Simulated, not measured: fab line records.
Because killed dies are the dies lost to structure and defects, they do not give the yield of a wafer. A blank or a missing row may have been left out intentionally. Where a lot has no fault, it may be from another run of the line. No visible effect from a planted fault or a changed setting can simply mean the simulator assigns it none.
fab line records	flow sfq-line
record lots=6	wafers=18	last-day=91
route steps=325 shown I3@137 M4@148 I4@163 JJ@178 M8@325
lots untouched by any fault: they come from a run of this same line in which no faults occurred
start-h: start of the lot's first displayed wafer, in hours after the record's first day	wait-h: hours since the lot's step before	" repeats the value in the row above	L1.1+2: several wafers, shown together as one row	- no value, or no start was given	* or withheld: withheld	< > ~ a bound
route shown NAME@n: names a module that has steps shown in the file, with the first one's number in the route	usual: mean and standard deviation over wafers with no fault	same: alike in all rows	chamber/n: place in a boat	sites: readings site by site	_std_site: how widely they spread, as a standard deviation	_edge_site: the outer-site mean with the inner-site mean subtracted	radius-mm: for every site, how far away it sits from the centre of the wafer	mask NAME#n: copy n	behind: the most recent tool/chamber to have shaped the wafer	hold: reason for holding the lot/hours on hold/outcome of the hold	device: the n, p or np transistor that did not switch	end of line: the tests these same wafers got at the end of their route	for a step that has no rows: nothing shown but its recipe	killed: count of dies lost to structure and defects at first sort (not the wafer's yield)	map: shows each die of a wafer: x if killed, . if not, _ if none is there
set.NAME: the setting the step ran with; set.NAME@STEP: the setting that earlier step ran with	model.NAME: the simulator's own value behind a step, which no gauge read
certain route steps with their lots: each step a table, each wafer a row
services: when a tool's chamber went out of use (start-h, in hours from the record's first day, below 0 if earlier), for how many hours, and the reason
## steps
# step SFQ_TRILAYER_I3_VIA_LITHO_COAT_090
# recipe resist=BARC	spin-rpm=3000	resist-thk-nm=62
# step SFQ_TRILAYER_I3_VIA_LITHO_COAT_085
# recipe resist=KrF	spin-rpm=3000	resist-thk-nm=650
# step SFQ_TRILAYER_I3_VIA_LITHO_SOFTBAKE_089
# recipe temp-c=withheld	time-s=withheld	resist=KrF
# step SFQ_TRILAYER_I3_VIA_LITHO_EXPOSE_086
# recipe mask-id=I3	na=0.6	source-shape=conventional	sigma-outer=0.65	target-cd-nm=500	dose-mj=21.3
# step SFQ_TRILAYER_I3_VIA_LITHO_PEB_088
# recipe peb-temp-c=115	peb-time-s=60	resist=KrF
# step SFQ_TRILAYER_I3_VIA_LITHO_DEVELOP_087
# recipe time-s=60	resist=KrF
# step SFQ_I3_OVL_MEAS_923
# usual I3_OVL=0/5.7
lot.wafer	tool	chamber	start-h	wait-h	I3_OVL[nm]
L330.2	overlay-02	-	1193.71	0.1	5
L330.3	"	-	"	"	-1
L330.6	"	-	"	"	3
L334.1	overlay-02	-	1216.13	0.1	-6
L334.2	"	-	"	"	-7
L334.4	"	-	"	"	-8
L337.2	overlay-02	-	1238.94	0.1	-2
L337.3	"	-	"	"	2
L337.4	"	-	"	"	2
L338.2	overlay-02	-	1261.10	0.1	-6
L338.3	"	-	"	"	-6
L338.6	"	-	"	"	-4
L343.2	overlay-01	-	1357.52	0.1	-1
L343.3	"	-	"	"	4
L343.5	"	-	"	"	11
L344.2	overlay-02	-	1484.90	0.1	1
L344.3	"	-	"	"	8
L344.4	"	-	"	"	3
# step SFQ_TRILAYER_I3_VIA_BARC_OPEN_VIA_ETCH_121
# recipe mask-material=PR	chemistry=O2	target-depth-nm=125	target=BARC	source-w=500	bias-w=80	pressure-mtorr=30	time-s=41.7
# step SFQ_TRILAYER_I3_VIA_ETCH_VIA_ETCH_088
# recipe target=SiO2	stop-on=Nb	mask-material=PR	taper-deg=20	chemistry=CHF3	target-depth-nm=260	source-w=500	bias-w=80	pressure-mtorr=30	time-s=withheld
# step SFQ_TRILAYER_I3_VIA_STRIP_STRIP_089
# recipe gas=O2	power-w=200	platen-temp-c=40	overash-fraction=0.65	chemistry=O2	pressure-mtorr=50
# usual drypump-motor-current-A=5.7/0.3	oes-product-au=0.998/0.0091
lot.wafer	tool	chamber	start-h	wait-h	drypump-motor-current-A	oes-product-au	rf-hours-counter-h
L330.2	rie-metal-02	1	1193.89	-	5.6	0.993	96
L330.3	"	0	"	"	6.1	1.008	-
L330.6	"	1	"	"	5.6	0.997	-
L334.1	rie-metal-01	1	1216.32	-	5.6	0.989	24
L334.2	"	0	"	"	5.4	0.986	96
L334.4	"	1	"	"	5.6	1.000	-
L337.2	rie-metal-01	0	1239.12	-	5.3	0.982	100
L337.3	"	0	"	"	5.4	0.976	-
L337.4	"	1	"	"	5.6	0.997	-
L338.2	rie-metal-02	0	1261.28	-	6.1	1.002	31
L338.3	"	1	"	"	5.6	1.002	-
L338.6	"	1	"	"	5.6	1.004	-
L343.2	rie-metal-02	1	1357.70	-	5.6	0.999	113
L343.3	"	0	"	"	6.1	0.978	-
L343.5	"	1	"	"	5.6	1.003	-
L344.2	rie-metal-02	0	1485.09	-	6.1	0.998	59
L344.3	"	0	"	"	6.1	0.991	-
L344.4	"	1	"	"	5.6	1.011	-
# step SFQ_TRILAYER_I3_VIA_STRIP_SOLV_CLEAN_090
# recipe chemistry=NMP	temp-c=70	time-s=600
# step SFQ_TRILAYER_M4_DEP_PRE_CLEAN_092
# recipe gas=Ar	time-s=22.5	bias-v=250
# step SFQ_TRILAYER_M4_DEP_SPUTTER_091
# recipe material=Nb	base-pressure-pa=1.33e-06	chamber-pressure-pa=0.1333	substrate-temp-c=20	resputter-cathode-voltage-v=400	target-thk-nm=200	power-w=2000	time-s=133.3
# usual throttle-valve-pct=30.1/0.79
lot.wafer	tool	chamber	start-h	wait-h	throttle-valve-pct	model.Nb_of_TRILAYER_M4_DEP_SPUTTER_091.thk-nm
L330.2	pvd-sputter-04	-	1194.71	0.0	29.5	195.5
L330.3	"	-	"	"	30.5	197.1
L330.6	"	-	"	"	31.4	196.5
L334.1	pvd-sputter-04	-	1217.14	0.0	31.6	200.4
L334.2	"	-	"	"	31.3	198.5
L334.4	"	-	"	"	30.7	199.8
L337.2	pvd-sputter-04	-	1239.92	0.0	30.6	267.9
L337.3	"	-	"	"	29.4	268.3
L337.4	"	-	"	"	31.6	197.4
L338.2	pvd-sputter-04	-	1262.26	0.0	29.5	269.5
L338.3	"	-	"	"	31.8	268.7
L338.6	"	-	"	"	31.4	270.4
L343.2	pvd-sputter-05	-	1358.52	0.0	29.9	199.5
L343.3	"	-	"	"	29.3	198.1
L343.5	"	-	"	"	28.9	198.7
L344.2	pvd-sputter-04	-	1485.89	0.0	31.2	199.8
L344.3	"	-	"	"	30.8	198.7
L344.4	"	-	"	"	31.8	199.1
# step SFQ_M4_RS_MEAS_924
# recipe thk-meas-gauge=four-point-probe	reads=Nb_of_TRILAYER_M4_DEP_SPUTTER_091
# usual M4_NB_RS=0.895/0.0088
lot.wafer	tool	chamber	start-h	wait-h	M4_NB_RS[ohm/sq]
L330.2	film-metro-03	-	1194.82	0.1	0.909
L330.3	"	-	"	"	0.903
L330.6	"	-	"	"	0.905
L334.1	film-metro-01	-	1217.23	0.0	0.891
L334.2	"	-	"	"	0.901
L334.4	"	-	"	"	0.891
L337.2	film-metro-04	-	1240.03	0.1	0.664
L337.3	"	-	"	"	0.664
L337.4	"	-	"	"	0.904
L338.2	film-metro-03	-	1262.37	0.1	0.657
L338.3	"	-	"	"	0.660
L338.6	"	-	"	"	0.654
L343.2	film-metro-04	-	1358.63	0.1	0.894
L343.3	"	-	"	"	0.903
L343.5	"	-	"	"	0.897
L344.2	film-metro-04	-	1486.00	0.1	0.894
L344.3	"	-	"	"	0.900
L344.4	"	-	"	"	0.896
# step SFQ_TRILAYER_M4_LITHO_COAT_098
# recipe resist=BARC	spin-rpm=3000	resist-thk-nm=62
# step SFQ_TRILAYER_M4_LITHO_COAT_093
# recipe resist=KrF	spin-rpm=3000	resist-thk-nm=600
# step SFQ_TRILAYER_M4_LITHO_SOFTBAKE_097
# recipe temp-c=withheld	time-s=withheld	resist=KrF
# step SFQ_TRILAYER_M4_LITHO_EXPOSE_094
# recipe mask-id=M4	na=0.6	source-shape=conventional	sigma-outer=0.65	target-cd-nm=500	dose-mj=14.4
# step SFQ_TRILAYER_M4_LITHO_PEB_096
# recipe peb-temp-c=115	peb-time-s=60	resist=KrF
# step SFQ_TRILAYER_M4_LITHO_DEVELOP_095
# recipe time-s=60	resist=KrF
# step SFQ_M4_OVL_MEAS_926
# usual M4_OVL=1/4.6
lot.wafer	tool	chamber	start-h	wait-h	M4_OVL[nm]
L330.2	overlay-02	-	1338.15	0.1	0
L330.3	"	-	"	"	1
L330.6	"	-	"	"	2
L334.1	overlay-01	-	1354.50	0.1	-9
L334.2	"	-	"	"	-4
L334.4	"	-	"	"	-6
L337.2	overlay-02	-	1375.75	0.1	0
L337.3	"	-	"	"	0
L337.4	"	-	"	"	-3
L338.2	overlay-02	-	1391.35	0.1	1
L338.3	"	-	"	"	6
L338.6	"	-	"	"	0
L343.2	overlay-01	-	1477.92	0.1	7
L343.3	"	-	"	"	1
L343.5	"	-	"	"	5
L344.2	overlay-02	-	1488.70	0.1	4
L344.3	"	-	"	"	-3
L344.4	"	-	"	"	-4
# step SFQ_TRILAYER_M4_BARC_OPEN_METAL_ETCH_123
# recipe mask-material=PR	chemistry=O2	target-depth-nm=125	target=BARC	icp-w=600	bias-w=80	pressure-mtorr=10	time-s=41.7
# step SFQ_TRILAYER_M4_ETCH_METAL_ETCH_096
# recipe target=Nb	stop-on=SiO2	mask-material=PR	chemistry=Cl2/Ar	target-depth-nm=240	icp-w=600	bias-w=80	pressure-mtorr=10	time-s=120
# usual bias-w=80.03/0.25	drypump-motor-current-A=6.0/0.45	oes-product-au=0.891/0.0065
lot.wafer	tool	chamber	start-h	wait-h	bias-w	drypump-motor-current-A	oes-product-au	rf-hours-counter-h
L330.2	rie-metal-01	0	1338.24	0.0	80.46	5.3	0.877	113
L330.3	"	0	"	"	80.63	5.4	0.883	-
L330.6	"	0	"	"	80.02	5.4	0.893	-
L334.1	rie-metal-04	0	1354.59	0.0	79.85	6.5	0.891	117
L334.2	"	1	"	"	79.97	6.6	0.884	115
L334.4	"	1	"	"	79.83	6.6	0.895	-
L337.2	rie-metal-03	0	1375.84	0.0	80.26	6.4	1.000	37
L337.3	"	1	"	"	80.03	6.1	0.998	-
L337.4	"	0	"	"	80.05	6.4	0.890	-
L338.2	rie-metal-03	1	1391.44	0.0	79.60	6.1	1.003	32
L338.3	"	0	"	"	79.98	6.3	1.001	-
L338.6	"	1	"	"	79.95	6.1	1.002	-
L343.2	rie-metal-01	1	1478.01	0.0	79.52	5.6	0.887	57
L343.3	"	0	"	"	80.54	5.4	0.892	-
L343.5	"	0	"	"	80.21	5.4	0.893	-
L344.2	rie-metal-04	1	1488.79	0.0	80.25	6.7	0.901	11
L344.3	"	0	"	"	80.24	6.5	0.884	-
L344.4	"	1	"	"	80.28	6.6	0.886	-
# step SFQ_TRILAYER_M4_STRIP_STRIP_097
# recipe gas=O2	power-w=200	platen-temp-c=40	overash-fraction=0.65	chemistry=O2	pressure-mtorr=50
# usual drypump-motor-current-A=6.0/0.44	oes-product-au=1.000/0.008
lot.wafer	tool	chamber	start-h	wait-h	drypump-motor-current-A	oes-product-au	rf-hours-counter-h
L330.2	rie-metal-01	0	1338.36	0.1	5.4	0.992	114
L330.3	"	0	"	"	5.4	0.984	-
L330.6	"	0	"	"	5.4	0.994	-
L334.1	rie-metal-04	0	1354.72	0.1	6.5	1.003	117
L334.2	"	1	"	"	6.6	1.003	116
L334.4	"	1	"	"	6.6	0.999	-
L337.2	rie-metal-03	0	1375.97	0.1	6.4	0.996	37
L337.3	"	1	"	"	6.0	1.003	-
L337.4	"	0	"	"	6.4	1.001	-
L338.2	rie-metal-03	1	1391.57	0.1	6.0	1.003	32
L338.3	"	0	"	"	6.4	0.995	-
L338.6	"	1	"	"	6.0	0.991	-
L343.2	rie-metal-01	1	1478.13	0.1	5.6	0.991	58
L343.3	"	0	"	"	5.4	0.992	-
L343.5	"	0	"	"	5.4	0.995	-
L344.2	rie-metal-04	1	1488.91	0.1	6.6	1.000	11
L344.3	"	0	"	"	6.5	1.001	-
L344.4	"	1	"	"	6.6	1.002	-
# step SFQ_TRILAYER_M4_STRIP_SOLV_CLEAN_098
# recipe chemistry=NMP	temp-c=70	time-s=600
# step SFQ_TRILAYER_I4_DEP_PECVD_099
# recipe material=SiO2	temp-c=150	time-s=111.11	pressure-torr=2.4	rf-w=183.3	precursor=SiH4/N2O	target-thk-nm=500
# usual heater-power-w=96/9.2	throttle-valve-pct=24.7/1.2
lot.wafer	tool	chamber	start-h	wait-h	heater-power-w	throttle-valve-pct
L330.2	pecvd-04	2	1339.14	0.0	81	23.0
L330.3	"	1	"	"	88	23.5
L330.6	"	1	"	"	87	23.7
L334.1	pecvd-04	2	1355.49	0.0	88	22.9
L334.2	"	0	"	"	91	22.2
L334.4	"	1	"	"	88	23.6
L337.2	pecvd-02	2	1376.74	0.0	97	25.0
L337.3	"	1	"	"	90	24.9
L337.4	"	2	"	"	101	25.1
L338.2	pecvd-01	1	1392.34	0.0	94	26.3
L338.3	"	2	"	"	100	25.1
L338.6	"	0	"	"	96	25.7
L343.2	pecvd-01	1	1479.08	0.0	109	26.7
L343.3	"	0	"	"	96	25.8
L343.5	"	2	"	"	109	25.3
L344.2	pecvd-02	2	1489.70	0.0	99	25.1
L344.3	"	0	"	"	97	23.3
L344.4	"	0	"	"	101	23.3
# step SFQ_TRILAYER_I4_CMP_CMP_100
# recipe material=SiO2	down-force-psi=3	platen-rpm=60	pad-velocity-m-s=0.94248
# step SFQ_I4_BOW_MEAS_927
# recipe mode=bow
# usual I4_BOW=4/8.9
lot.wafer	tool	chamber	start-h	wait-h	I4_BOW[um]
L330.2	film-metro-01	-	1350.84	2.5	-11
L330.3	"	-	"	"	-11
L330.6	"	-	"	"	-6
L334.1	film-metro-04	-	1368.68	2.5	-5
L334.2	"	-	"	"	4
L334.4	"	-	"	"	10
L337.2	film-metro-04	-	1383.70	1.0	2
L337.3	"	-	"	"	-7
L337.4	"	-	"	"	1
L338.2	film-metro-04	-	1395.44	2.0	9
L338.3	"	-	"	"	5
L338.6	"	-	"	"	16
L343.2	film-metro-01	-	1483.59	1.5	11
L343.3	"	-	"	"	-10
L343.5	"	-	"	"	5
L344.2	film-metro-01	-	1492.80	2.5	2
L344.3	"	-	"	"	-2
L344.4	"	-	"	"	11
# step SFQ_TRILAYER_I4_METRO_MEASURE_101
# usual thk-nm=199.9/0.85
lot.wafer	tool	chamber	start-h	wait-h	thk-nm
L330.2	film-metro-01	-	1351.14	0.3	199.7
L330.3	"	-	"	"	199.5
L330.6	"	-	"	"	199.8
L334.1	film-metro-04	-	1368.80	0.1	201.3
L334.2	"	-	"	"	198.9
L334.4	"	-	"	"	199.4
L337.2	film-metro-04	-	1384.00	0.3	201.5
L337.3	"	-	"	"	200.7
L337.4	"	-	"	"	200.9
L338.2	film-metro-04	-	1395.74	0.3	199.3
L338.3	"	-	"	"	201.1
L338.6	"	-	"	"	199.7
L343.2	film-metro-01	-	1483.89	0.3	200.0
L343.3	"	-	"	"	198.7
L343.5	"	-	"	"	200.7
L344.2	film-metro-01	-	1493.10	0.3	199.7
L344.3	"	-	"	"	199.8
L344.4	"	-	"	"	200.0
# step SFQ_TRILAYER_I4_VIA_LITHO_COAT_108
# recipe resist=BARC	spin-rpm=3000	resist-thk-nm=62
# step SFQ_TRILAYER_I4_VIA_LITHO_COAT_103
# recipe resist=KrF	spin-rpm=3000	resist-thk-nm=650
# step SFQ_TRILAYER_I4_VIA_LITHO_SOFTBAKE_107
# recipe temp-c=withheld	time-s=withheld	resist=KrF
# step SFQ_TRILAYER_I4_VIA_LITHO_EXPOSE_104
# recipe mask-id=I4	na=0.6	source-shape=conventional	sigma-outer=0.65	target-cd-nm=700	dose-mj=21.3
# step SFQ_TRILAYER_I4_VIA_LITHO_PEB_106
# recipe peb-temp-c=115	peb-time-s=60	resist=KrF
# step SFQ_TRILAYER_I4_VIA_LITHO_DEVELOP_105
# recipe time-s=60	resist=KrF
# step SFQ_I4_OVL_MEAS_928
# usual I4_OVL=1/5.5
lot.wafer	tool	chamber	start-h	wait-h	I4_OVL[nm]
L330.2	overlay-02	-	1355.45	0.1	7
L330.3	"	-	"	"	3
L330.6	"	-	"	"	7
L334.1	overlay-01	-	1492.10	0.1	-8
L334.2	"	-	"	"	1
L334.4	"	-	"	"	-2
L337.2	overlay-02	-	1517.38	0.1	-1
L337.3	"	-	"	"	2
L337.4	"	-	"	"	-2
L338.2	overlay-02	-	1529.38	0.1	11
L338.3	"	-	"	"	3
L338.6	"	-	"	"	14
L343.2	overlay-01	-	1596.02	0.1	7
L343.3	"	-	"	"	4
L343.5	"	-	"	"	3
L344.2	overlay-01	-	1603.22	0.1	-9
L344.3	"	-	"	"	-4
L344.4	"	-	"	"	-7
# step SFQ_TRILAYER_I4_VIA_BARC_OPEN_VIA_ETCH_146
# recipe mask-material=PR	chemistry=O2	target-depth-nm=125	target=BARC	source-w=500	bias-w=80	pressure-mtorr=30	time-s=41.7
# usual bias-w=80.01/0.26	drypump-motor-current-A=5.7/0.34	oes-product-au=0.685/0.0049
lot.wafer	tool	chamber	start-h	wait-h	bias-w	drypump-motor-current-A	oes-product-au	rf-hours-counter-h
L330.2	rie-diel-04	0	1355.48	0.0	79.76	5.5	0.684	5
L330.3	"	1	"	"	80.12	6.2	0.697	15
L330.6	"	2	"	"	79.84	5.5	0.684	-
L334.1	rie-diel-01	0	1492.13	0.0	80.05	6.2	0.681	1
L334.2	"	1	"	"	79.99	5.4	0.681	10
L334.4	"	3	"	"	80.25	5.4	0.680	3
L337.2	rie-diel-04	1	1517.41	0.0	79.97	6.2	0.672	18
L337.3	"	3	"	"	80.11	5.9	0.682	0
L337.4	"	0	"	"	80.30	5.5	0.683	7
L338.2	rie-diel-04	3	1529.41	0.0	80.28	5.9	0.684	0
L338.3	"	1	"	"	80.33	6.2	0.683	18
L338.6	"	1	"	"	80.26	6.2	0.690	-
L343.2	rie-diel-04	2	1596.05	0.0	80.60	5.5	0.684	14
L343.3	"	3	"	"	80.18	5.9	0.683	1
L343.5	"	0	"	"	79.86	5.4	0.685	-
L344.2	rie-diel-04	3	1603.25	0.0	80.20	5.9	0.686	1
L344.3	"	1	"	"	79.97	6.2	0.680	18
L344.4	"	0	"	"	80.21	5.4	0.681	8
# step SFQ_TRILAYER_I4_VIA_ETCH_VIA_ETCH_106
# recipe target=SiO2	stop-on=Nb	mask-material=PR	taper-deg=20	chemistry=CHF3	target-depth-nm=260	source-w=500	bias-w=80	pressure-mtorr=30	time-s=withheld
# step SFQ_TRILAYER_I4_VIA_STRIP_STRIP_107
# recipe gas=O2	power-w=200	platen-temp-c=40	overash-fraction=0.65	chemistry=O2	pressure-mtorr=50
# step SFQ_TRILAYER_I4_VIA_STRIP_SOLV_CLEAN_108
# recipe chemistry=NMP	temp-c=70	time-s=600
# step SFQ_TRILAYER_JJ_TRILAYER_DEP_PRE_CLEAN_113
# recipe gas=Ar	time-s=22.5	bias-v=250
# step SFQ_M8_BOW_MEAS_951
# recipe mode=bow
# usual M8_BOW=9/9.5
lot.wafer	tool	chamber	start-h	wait-h	M8_BOW[um]	model.etest.m4.comb-log10-ohm	model.etest.m4.ohm-sq
L330.2	film-metro-02	-	2128.63	0.0	-13	12	0.9111
L330.3	"	-	"	"	-12	12	0.9038
L330.6	"	-	"	"	-7	12	0.9062
L334.1	film-metro-04	-	2138.20	0.0	4	12	0.8886
L334.2	"	-	"	"	13	12	0.8974
L334.4	"	-	"	"	18	12	0.8912
L337.2	film-metro-04	-	2146.62	0.0	6	0	0.6648
L337.3	"	-	"	"	-3	0	0.6639
L337.4	"	-	"	"	4	12	0.9024
L338.2	film-metro-04	-	2171.36	0.0	18	0	0.661
L338.3	"	-	"	"	12	0	0.6629
L338.6	"	-	"	"	26	0	0.6586
L343.2	film-metro-01	-	2178.56	0.0	10	12	0.8928
L343.3	"	-	"	"	-10	12	0.899
L343.5	"	-	"	"	4	12	0.8963
L344.2	film-metro-02	-	2180.96	0.0	4	12	0.8914
L344.3	"	-	"	"	2	12	0.8965
L344.4	"	-	"	"	12	12	0.8945
## services
tool	chamber	start-h	hours	kind
rie-metal-03	-	1184.62	0.5	repair
pvd-sputter-04	-	1186.84	2.6	repair
rie-metal-02	1	1210.74	22.7	repair
rie-diel-04	-	1211.50	0.2	repair
rie-diel-04	2	1227.37	2.3	repair
rie-metal-04	-	1228.26	9.1	repair
rie-metal-03	-	1240.86	2.8	pm
rie-metal-04	1	1242.20	11.4	repair
rie-diel-04	2	1251.42	10.0	repair
rie-diel-04	2	1264.78	22.6	repair
rie-diel-04	3	1270.67	7.4	repair
rie-diel-04	0	1273.38	12.8	repair
rie-diel-04	3	1290.10	3.2	repair
rie-metal-01	-	1347.60	2.8	pm
rie-diel-04	3	1362.26	1.4	repair
rie-metal-02	1	1365.82	9.0	repair
rie-diel-04	3	1376.20	5.4	repair
rie-metal-02	-	1410.08	14.6	pm
pvd-sputter-04	-	1424.35	2.6	repair
rie-metal-04	-	1431.61	0.4	repair
pvd-sputter-04	-	1442.35	2.9	repair
rie-diel-04	-	1493.27	15.6	pm
rie-diel-04	-	1508.88	2.8	pm
rie-metal-01	1	1554.49	14.8	repair
## key
first-sign step=SFQ_M4_RS_MEAS_924	reading=M4_NB_RS	direction=down	sigmas=27	usual=0.895	struck=0.660
effect step=SFQ_TRILAYER_M4_ETCH_METAL_ETCH_096	reading=oes-product-au	direction=up	sigmas=17	usual=0.891	struck=1.001
model-effect step=SFQ_TRILAYER_M4_DEP_SPUTTER_091	value=Nb_of_TRILAYER_M4_DEP_SPUTTER_091.thk-nm	without=198.2	struck=268.9
model-effect step=SFQ_M8_BOW_MEAS_951	value=etest.m4.comb-log10-ohm	without=12	struck=0
met-at SFQ_TRILAYER_M4_DEP_SPUTTER_091
struck-wafers L337.2,L337.3,L338.2,L338.3,L338.6
onset-between 1217.14 1239.92
fault kind=process-parameter-drift	tool=pvd-sputter-04	chamber=-	onset-h=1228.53	steps=SFQ_TRILAYER_M4_DEP_SPUTTER_091	channel=target-thk-nm	offset=70.722	shape=step	end-h=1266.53	scope=struck-wafers-only	acts-in=these-recipes-only	stated=200
